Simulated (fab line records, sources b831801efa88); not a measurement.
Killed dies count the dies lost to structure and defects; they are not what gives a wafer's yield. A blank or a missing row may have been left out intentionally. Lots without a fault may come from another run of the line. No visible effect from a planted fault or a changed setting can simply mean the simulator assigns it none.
Comparing a struck lot with a sound one    flow sky130    20 steps out of a route of 708
Sound: the wafers L924.2, L924.4, L924.5. Struck: wafers L935.3, L935.6 (left out: L935.5, a lot-mate that was not struck); the cause follows at the end.
Per side, at each step with rows, come the tool, then ch with its chambers, and then its first start. Under that, the readings that differ: sound wafers    struck wafers    difference of the means    sigmas: that difference in standard deviations of wafers without a fault.
alike: readings whose means differ by less than 2 such deviations, and words and numbers that are the same on both sides. not compared: withheld readings, readings that some wafer has no value for, bounds like >300 that may hide the same value, and numbers for which the record gives no deviation and whose values overlap.
Wherever a step has rows on one side only, a row that says differs or no value, or a row with sigmas, the two part there. When numbers do not overlap yet have no deviation, they are printed without sigmas and do not part them. Lack of a reading on every wafer of one side parts them only where that side has two or more wafers.

SKY_LI_CONTACT_CVD_21: deposits W, target thk 400 nm, time 120.56 s.
  sound on cvd-w-01 ch 0,1, day 32 06:50; struck on cvd-w-01 ch 0, day 34 21:44
  alike: heater-power-w
SKY_LI_CONTACT_RS_MEAS_22: the measuring method here is four-point-probe.
  sound on film-metro-04 at day 32 06:59; struck on film-metro-02 at day 34 21:52
  alike: LI_CONTACT_W_RS
SKY_LI_CONTACT_THK_MEAS_23: measures by xrf.
  sound on film-metro-04 at day 32 07:06; struck on film-metro-02 at day 34 21:58
  alike: LI_CONTACT_W_THK
SKY_LI_CONTACT_CMP_24: polishes, stops on PSG, t overpolish 20 s, target thk 0 nm.
  sound on cmp-02 ch 0,1,3, day 32 07:31; struck on cmp-02 ch 3, day 34 22:08
  alike: motor-current-A, overpolish-run-s, platen-rpm, time-to-endpoint-s
SKY_LOCAL_INTERCONNECT_SPUTTER_00: material TiN, target thk 100 nm, time 83.3 s.
  sound on pvd-sputter-01 at day 32 07:46; struck on pvd-sputter-01 at day 34 22:26
  alike: throttle-valve-pct
SKY_LOCAL_INTERCONNECT_RS_MEAS_01: the measuring method here is four-point-probe.
  sound on film-metro-02 at day 32 07:50; struck on film-metro-01 at day 34 22:32
  alike: LOCAL_INTERCONNECT_TIN_RS
SKY_LOCAL_INTERCONNECT_THK_MEAS_02: measures by xrf.
  sound on film-metro-02 at day 32 07:57; struck on film-metro-01 at day 34 22:38
  alike: LOCAL_INTERCONNECT_TIN_THK
then, 5 steps without rows for these wafers: SKY_LOCAL_INTERCONNECT_DEHYDRATE_03 (time 60 s); SKY_LOCAL_INTERCONNECT_HMDS_04 (prime time 60 s); SKY_LOCAL_INTERCONNECT_COAT_05 (resist thk 60 nm); SKY_LOCAL_INTERCONNECT_COAT_06 (resist thk 450 nm); SKY_LOCAL_INTERCONNECT_SOFTBAKE_07 (time 90 s).
SKY_LOCAL_INTERCONNECT_EXPOSE_08: exposes mask LI1M, target cd 170 nm.
  sound on krf-scanner-01 ch 0, day 32 22:23; struck on krf-scanner-02 ch 0, day 35 11:58
  alike: mask, exposure-dose-mJ-cm2
then, 2 steps without rows for these wafers: SKY_LOCAL_INTERCONNECT_PEB_09; SKY_LOCAL_INTERCONNECT_DEVELOP_10 (develop time 60 s).
SKY_LOCAL_INTERCONNECT_CD_MEAS_11: the cd target is 170 nm.
  sound on cd-sem-02 at day 33 11:46; struck on cd-sem-01 at day 36 01:04
reading     sound              struck     difference  sigmas
cd-nm (nm)  171.7 173.1 171.7  81.5 82.0  -90.4       -60
SKY_LOCAL_INTERCONNECT_OVL_MEAS_12:
  sound on overlay-02 at day 33 11:52; struck on overlay-02 at day 36 01:09
reading                      sound        struck  difference  sigmas
LOCAL_INTERCONNECT_OVL (nm)  -16 -15 -12  0 -2    +13         +3
SKY_LOCAL_INTERCONNECT_ETCH_13: etches BARC in N2/H2, stops on SiO2, time 45.9 s, target depth 60 nm.
  sound on rie-metal-04 ch 0,1, day 33 11:54; struck on rie-metal-02 ch 0,1, day 36 01:12
reading                              sound            struck      difference  sigmas
model.LOCAL_INTERCONNECT.cd-nm (nm)  170.9 172 170.6  80.92 81.2  -90.11      
  alike: drypump-motor-current-A, oes-product-au, throttle-valve-pct
  not compared: rf-hours-counter-h
SKY_LOCAL_INTERCONNECT_METAL_ETCH_14: etches TiN in Cl2/BCl3, stops on PSG, target depth 110 nm, time 31.4 s.
  sound on rie-metal-04 ch 0,1, day 33 11:58; struck on rie-metal-02 ch 0,1, day 36 01:16
reading                              sound              struck       difference  sigmas
model.LOCAL_INTERCONNECT.cd-nm (nm)  172.5 173.1 171.8  80.83 81.07  -91.52      
  alike: bcl3-flow-sccm, drypump-motor-current-A, oes-product-au, throttle-valve-pct
  not compared: rf-hours-counter-h
SKY_LOCAL_INTERCONNECT_STRIP_15: strips in O2/N2.
  sound on plasma-asher-02 ch 0,1, day 33 12:01; struck on plasma-asher-01 ch 0, day 36 01:19
  alike: drypump-motor-current-A, oes-product-au, strip-time-to-endpoint-s
  not compared: rf-hours-counter-h

## WHERE THEY PART
Earliest at SKY_LOCAL_INTERCONNECT_CD_MEAS_11; latest, in this record, at SKY_LOCAL_INTERCONNECT_OVL_MEAS_12. Later steps at which nothing parts them and some readings are alike: SKY_LOCAL_INTERCONNECT_ETCH_13, SKY_LOCAL_INTERCONNECT_METAL_ETCH_14, SKY_LOCAL_INTERCONNECT_STRIP_15.

WHY: what the simulator had put in
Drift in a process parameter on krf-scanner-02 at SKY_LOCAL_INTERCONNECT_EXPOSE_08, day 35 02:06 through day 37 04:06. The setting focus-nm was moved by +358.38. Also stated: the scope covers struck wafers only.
